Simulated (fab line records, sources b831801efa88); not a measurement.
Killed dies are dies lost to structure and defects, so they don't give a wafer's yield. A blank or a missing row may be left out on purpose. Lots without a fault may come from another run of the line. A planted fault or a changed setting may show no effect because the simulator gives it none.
fab line records | flow gf180mcu
record lots=13 wafers=38 last_day=34
route steps=602 shown STI@15 MVSD@68 V1@349
lots that met no fault: from a run of the same line without faults
start_h: hours from the record's first day to the start of the lot's first wafer shown | wait_h: hours since the lot's step before | " the same as in the row above | L1.1+2: a row that stands for several wafers | - no value, or no start given | * or withheld: withheld | < > ~ a bound
route shown NAME@n: a module of which the file shows steps, and the number in the route of the first | usual: mean/standard deviation of fault-free wafers | same: alike in all rows | chamber/n: place in a boat | sites: the reading at each site | _std_site: their standard deviation | _edge_site: outer sites' mean less inner sites' | radius_mm: how far each site lies from the wafer's centre | mask NAME#n: copy n | behind: the tool/chamber that last shaped the wafer | hold: why the lot was held/for how many hours/how that ended | device: the transistor (n, p or np) that didn't switch | end of line: the same wafers' tests at the end of the route | a step without rows: its recipe alone | killed: dies lost to structure and defects at the first sort, not the wafer's yield | map: a wafer's dies, x killed, . not, _ none there
set.NAME: the setting as run; set.NAME@STEP: as run at that earlier step | model.NAME: the simulator's own value behind a step, which no gauge read
steps of the route over a sample of lots; a table a step, a row a wafer
services: from which hour (start_h, from the record's first day; less than 0 if before it) a tool's chamber was out of use, for how many hours, and why
## steps
# step GF_STI_ETCH_14
# recipe target=Si chemistry=HBr/Cl2/O2 target_depth_nm=360 icp_w=600 bias_w=150 pressure_mtorr=15 HBr_flow_sccm=150 Cl2_flow_sccm=40 O2_flow_sccm=6 time_s=102.9
# usual drypump_motor_current_A=5.5/0.67 oes_product_au=1.004/0.016 throttle_valve_pct=25.655/0.014
# columns lot.wafer tool chamber start_h wait_h drypump_motor_current_A oes_product_au rf_hours_counter_h throttle_valve_pct
L651.1 rie_si-01 3 26.23 0.0 5.6 0.989 2 25.660
L651.2 " 1 " " 4.9 1.035 3 25.634
L651.3 " 2 " " 6.6 0.999 31 25.657
L652.1 rie_si-01 2 30.61 0.0 6.6 1.000 31 25.646
L652.2 " 3 " " 5.6 0.997 2 25.654
L652.6 " 1 " " 4.9 1.036 - 25.614
L653.1 rie_si-01 3 36.86 0.0 5.6 1.000 2 25.674
L653.2 " 0 " " 5.0 0.972 158 25.667
L653.4 " 2 " " 6.6 1.014 31 25.653
L654.1 rie_si-01 0 40.93 0.0 4.9 0.985 159 25.671
L654.3 " 3 " " 5.6 0.996 2 25.645
L654.6 " 2 " " 6.6 1.006 - 25.659
L656.1 rie_si-02 2 50.75 0.0 5.2 0.977 156 25.675
L656.4 " 3 " " 6.7 1.004 138 25.645
L656.5 " 0 " " 5.2 1.023 - 25.648
L659.2 rie_si-01 3 66.45 0.0 5.6 1.000 3 25.645
L659.5 " 3 " " 5.6 0.992 - 25.661
L663.2 rie_si-01 2 87.01 0.0 6.6 1.008 32 25.663
L663.5 " 0 " " 4.9 0.991 - 25.674
L663.6 " 3 " " 5.6 1.007 - 25.657
L665.1 rie_si-02 0 97.63 0.0 5.2 1.018 37 25.636
L665.2 " 3 " " 6.7 0.994 139 25.658
L665.5 " 0 " " 5.2 1.024 - 25.649
L666.2 rie_si-02 1 103.58 0.0 5.4 0.993 4 25.653
L666.3 " 2 " " 5.2 0.990 0 25.673
L666.5 " 2 " " 5.2 0.986 - 25.667
L671.1 rie_si-02 0 129.45 0.0 5.2 1.007 37 25.632
L671.2 " 2 " " 5.2 0.984 0 25.673
L671.5 " 1 " " 5.5 0.994 - 25.657
L672.1 rie_si-01 1 133.65 0.0 4.9 1.028 4 25.625
L672.4 " 0 " " 4.9 1.003 - 25.656
L672.5 " 2 " " 6.6 1.000 - 25.650
L673.3 rie_si-01 1 139.38 0.0 4.9 1.032 4 25.639
L673.4 " 1 " " 4.8 1.029 - 25.644
L673.5 " 2 " " 6.6 0.990 - 25.666
L674.1 rie_si-02 2 144.21 0.0 5.2 0.972 0 25.666
L674.4 " 0 " " 5.1 1.017 - 25.650
L674.5 " 2 " " 5.2 0.981 - 25.683
# step GF_MVSD_COAT_02
# recipe spin_rpm=2000 resist_thk_nm=3000
# usual chill_plate_temp_C=22.99/0.1 dispense_pressure_kPa=52.2/1.4
# columns lot.wafer tool chamber start_h wait_h chill_plate_temp_C dispense_pressure_kPa
L651.1 litho_track-03 0 74.38 0.1 22.90 51.7
L651.2 " 0 " " 23.12 51.7
L651.3 " 0 " " 22.94 51.7
L652.1 litho_track-03 0 80.73 0.1 23.05 51.7
L652.2 " 0 " " 22.85 51.7
L652.6 " 0 " " 22.93 51.7
L653.1 litho_track-02 0 87.46 0.1 23.05 50.0
L653.2 " 0 " " 23.14 49.9
L653.4 " 0 " " 23.13 49.9
L654.1 litho_track-01 0 92.00 0.1 23.01 53.8
L654.3 " 0 " " 23.05 53.8
L654.6 " 0 " " 23.03 53.7
L656.1 litho_track-01 0 103.95 0.1 23.08 53.7
L656.4 " 0 " " 23.03 53.8
L656.5 " 0 " " 22.93 53.8
L659.2 litho_track-01 0 120.88 0.1 22.95 53.7
L659.5 " 0 " " 23.03 53.7
L663.2 litho_track-01 0 142.98 0.1 23.07 53.7
L663.5 " 0 " " 22.88 53.7
L663.6 " 0 " " 22.80 53.7
L665.1 litho_track-02 0 152.61 0.1 23.02 50.0
L665.2 " 0 " " 22.73 50.0
L665.5 " 0 " " 22.89 50.0
L666.2 litho_track-02 0 160.59 0.1 22.91 50.0
L666.3 " 0 " " 23.03 50.0
L666.5 " 0 " " 22.99 50.0
L671.1 litho_track-03 0 188.63 0.1 22.93 51.7
L671.2 " 0 " " 22.98 51.7
L671.5 " 0 " " 22.99 51.7
L672.1 litho_track-01 0 200.65 0.1 23.01 53.7
L672.4 " 0 " " 22.92 53.7
L672.5 " 0 " " 22.90 53.7
L674.1 litho_track-01 0 209.20 0.1 22.99 53.7
L674.4 " 0 " " 22.79 53.7
L674.5 " 0 " " 22.66 53.7
L673.3 litho_track-03 0 209.68 0.1 23.21 51.7
L673.4 " 0 " " 22.97 51.7
L673.5 " 0 " " 23.08 51.7
# step GF_MVSD_STRIP_10
# recipe chemistry=O2/N2 power_w=1400 pressure_mtorr=1500 platen_temp_c=250 o2_flow_sccm=3000 n2_flow_sccm=300 overash_fraction=0.5
# usual drypump_motor_current_A=5.8/0.45 heater_power_w=317/19 oes_product_au=0.723/0.004 strip_time_to_endpoint_s=36.95/0.092
# columns lot.wafer tool chamber start_h wait_h drypump_motor_current_A heater_power_w oes_product_au rf_hours_counter_h strip_time_to_endpoint_s
L651.1 plasma_asher-04 0 82.07 0.1 5.8 302 0.720 44 36.82
L651.2 " 1 " " 6.0 336 0.720 44 36.91
L651.3 " 0 " " 5.8 302 0.728 - 36.88
L652.1 plasma_asher-04 1 88.17 0.1 6.0 338 0.722 45 36.92
L652.2 " 0 " " 5.8 311 0.717 45 37.02
L652.6 " 0 " " 5.8 315 0.721 - 36.99
L653.1 plasma_asher-04 0 94.99 0.1 5.8 310 0.730 46 36.92
L653.2 " 1 " " 6.0 330 0.718 46 36.87
L653.4 " 1 " " 6.0 342 0.729 - 36.86
L654.1 plasma_asher-04 0 99.80 0.1 5.8 308 0.726 46 36.81
L654.3 " 0 " " 5.9 303 0.721 - 36.81
L654.6 " 1 " " 6.0 334 0.727 - 36.95
L656.1 plasma_asher-04 0 111.85 0.1 5.8 307 0.729 48 37.49
L656.4 " 1 " " 6.0 332 0.719 - 36.97
L656.5 " 0 " " 5.9 313 0.720 - 37.42
L659.2 plasma_asher-03 0 129.10 0.1 5.8 350 0.729 46 37.00
L659.5 " 1 " " 5.1 288 0.721 - 37.42
L663.2 plasma_asher-02 1 150.47 0.1 6.6 297 0.723 3 36.70
L663.5 " 1 " " 6.5 300 0.720 - 37.24
L663.6 " 0 " " 5.3 326 0.726 - 36.71
L665.1 plasma_asher-04 1 160.82 0.1 6.0 333 0.724 53 36.83
L665.2 " 0 " " 5.8 309 0.724 53 36.92
L665.5 " 0 " " 5.8 304 0.720 - 36.94
L666.2 plasma_asher-03 1 168.57 0.1 5.1 294 0.722 50 36.95
L666.3 " 1 " " 5.1 283 0.732 - 36.91
L666.5 " 0 " " 5.8 351 0.727 - 36.93
L671.1 plasma_asher-02 0 198.09 0.1 5.2 335 0.721 9 36.94
L671.2 " 1 " " 6.6 299 0.717 9 36.84
L671.5 " 0 " " 5.2 318 0.718 - 36.79
L672.1 plasma_asher-04 1 210.24 0.1 6.0 336 0.721 57 36.84
L672.4 " 0 " " 5.8 315 0.716 - 36.99
L672.5 " 0 " " 5.8 308 0.725 - 36.97
L674.1 plasma_asher-03 1 218.11 0.1 5.1 288 0.725 55 36.92
L674.4 " 0 " " 5.8 360 0.724 - 36.96
L674.5 " 1 " " 5.0 298 0.729 - 36.91
L673.3 plasma_asher-02 1 218.68 0.1 6.6 298 0.718 - 37.12
L673.4 " 0 " " 5.3 327 0.729 - 36.90
L673.5 " 0 " " 5.3 316 0.733 - 36.91
# step GF_V1_CD_MEAS_14
# recipe target_cd_nm=260
# usual cd_nm=259.9/1.1
# columns lot.wafer tool chamber start_h wait_h cd_nm
L651.1 cd_sem-02 - 407.83 0.1 257.4
L651.2 " - " " 256.4
L651.3 " - " " 258.4
L652.1 cd_sem-01 - 419.72 0.1 258.9
L652.2 " - " " 259.1
L652.6 " - " " 259.0
L653.1 cd_sem-01 - 427.28 0.1 261.2
L653.2 " - " " 261.3
L653.4 " - " " 262.3
L654.1 cd_sem-01 - 438.51 0.1 261.2
L654.3 " - " " 260.8
L654.6 " - " " 260.2
L656.1 cd_sem-01 - 451.17 0.1 261.4
L656.4 " - " " 260.8
L656.5 " - " " 260.2
L659.2 cd_sem-02 - 479.34 0.1 259.6
L659.5 " - " " 260.4
L663.2 cd_sem-02 - 508.60 0.1 262.2
L663.5 " - " " 260.3
L663.6 " - " " 259.2
L665.1 cd_sem-02 - 530.97 0.1 260.0
L665.2 " - " " 260.8
L665.5 " - " " 260.0
L666.2 cd_sem-02 - 539.44 0.2 259.8
L666.3 " - " " 258.7
L666.5 " - " " 259.8
L671.1 cd_sem-01 - 580.92 0.1 260.1
L671.2 " - " " 259.7
L671.5 " - " " 259.4
L672.1 cd_sem-01 - 593.75 0.2 260.5
L672.4 " - " " 259.1
L672.5 " - " " 259.3
L674.1 cd_sem-02 - 603.75 0.1 258.9
L674.4 " - " " 258.7
L674.5 " - " " 259.3
L673.3 cd_sem-01 - 605.44 0.1 260.7
L673.4 " - " " 261.0
L673.5 " - " " 260.4
# step GF_V1_ETCH_17
# recipe chemistry=C4F8/O2/Ar mask_material=KrF target=SiO2 stop_on=TiN source_w=1500 bias_w=1200 pressure_mtorr=40 c4f8_flow_sccm=withheld O2_flow_sccm=6 Ar_flow_sccm=300 time_s=withheld target_depth_a=6300
# usual oes_product_au=0.856/0.0053
# columns lot.wafer tool chamber start_h wait_h oes_product_au
L651.1 rie_diel-02 3 - - 0.847
L651.2 " 1 " " 0.844
L651.3 " 2 " " 0.855
L652.1 rie_diel-02 2 - - 0.861
L652.2 " 3 " " 0.861
L652.6 " 1 " " 0.862
L653.1 rie_diel-03 3 - - 0.855
L653.2 " 0 " " 0.856
L653.4 " 2 " " 0.866
L654.1 rie_diel-04 3 - - 0.859
L654.3 " 2 " " 0.849
L654.6 " 2 " " 0.851
L656.1 rie_diel-04 2 - - 0.860
L656.4 " 1 " " 0.846
L656.5 " 2 " " 0.856
L659.2 rie_diel-04 3 - - 0.854
L659.5 " 1 " " 0.861
L663.2 rie_diel-04 2 - - 0.862
L663.5 " 0 " " 0.853
L663.6 " 1 " " 0.859
L665.1 rie_diel-02 0 - - 0.857
L665.2 " 2 " " 0.869
L665.5 " 2 " " 0.857
L666.2 rie_diel-03 3 - - 0.846
L666.3 " 1 " " 0.848
L666.5 " 3 " " 0.850
L671.1 rie_diel-02 2 - - 0.864
L671.2 " 1 " " 0.852
L671.5 " 0 " " 0.860
L672.1 rie_diel-03 2 - - 0.852
L672.4 " 1 " " 0.858
L672.5 " 0 " " 0.859
L674.1 rie_diel-02 0 - - 0.852
L674.4 " 1 " " 0.856
L674.5 " 3 " " 0.860
L673.3 rie_diel-02 0 - - 0.857
L673.4 " 3 " " 0.853
L673.5 " 0 " " 0.857
## services
# columns tool chamber start_h hours kind
rie_diel-02 2 25.07 10.2 repair
rie_diel-02 - 35.11 2.8 pm
rie_si-01 - 61.71 4.0 pm
rie_si-01 2 102.13 5.3 repair
rie_diel-02 - 107.69 0.8 repair
rie_diel-02 - 117.80 0.8 repair
rie_si-01 3 123.30 29.7 repair
rie_diel-02 1 147.87 6.6 repair
plasma_asher-04 - 186.68 14.6 pm
plasma_asher-04 - 208.98 0.4 repair
rie_diel-02 2 210.62 5.5 repair
rie_diel-02 1 213.85 66.3 repair
plasma_asher-04 - 257.64 1.9 repair
rie_diel-02 0 270.87 2.9 repair
rie_diel-02 3 290.16 3.2 repair
rie_diel-02 2 314.13 8.8 repair
rie_si-01 2 365.91 7.1 repair
rie_si-01 3 370.31 21.2 repair
rie_si-01 - 394.01 2.8 pm
plasma_asher-04 - 421.25 9.0 pm
rie_si-01 3 457.78 3.4 repair
rie_si-01 3 461.92 3.0 repair
rie_si-01 2 527.39 1.4 repair
rie_si-01 1 537.16 1.2 repair
## key
first_sign step=GF_MVSD_STRIP_10 reading=strip_time_to_endpoint_s direction=up sigmas=4.7 usual=* struck=*
effect none on later readings
met_at GF_MVSD_COAT_02
struck_lots L656,L659,L663
struck_wafers L656.1,L656.5,L659.5,L663.5
tester_left_out L656,L659,L663
not_acting_at GF_STI_ETCH_14,GF_V1_CD_MEAS_14,GF_V1_ETCH_17
onset_between 92.00 103.95
fault kind=process_parameter_drift tool=litho_track-01 chamber=- onset_h=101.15 steps=GF_MVSD_COAT_02 channel=resist_thk_nm offset=* shape=step end_h=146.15 scope=struck_wafers_only acts_in=* stated=*
# tester_left_out: of these lots the tester's yield and bins aren't shown, on N5 and GAA mostly nor the transistor test; their killed dies are dies lost to structure and defects alone, not to doping, threshold or leakage, so they don't give the yield
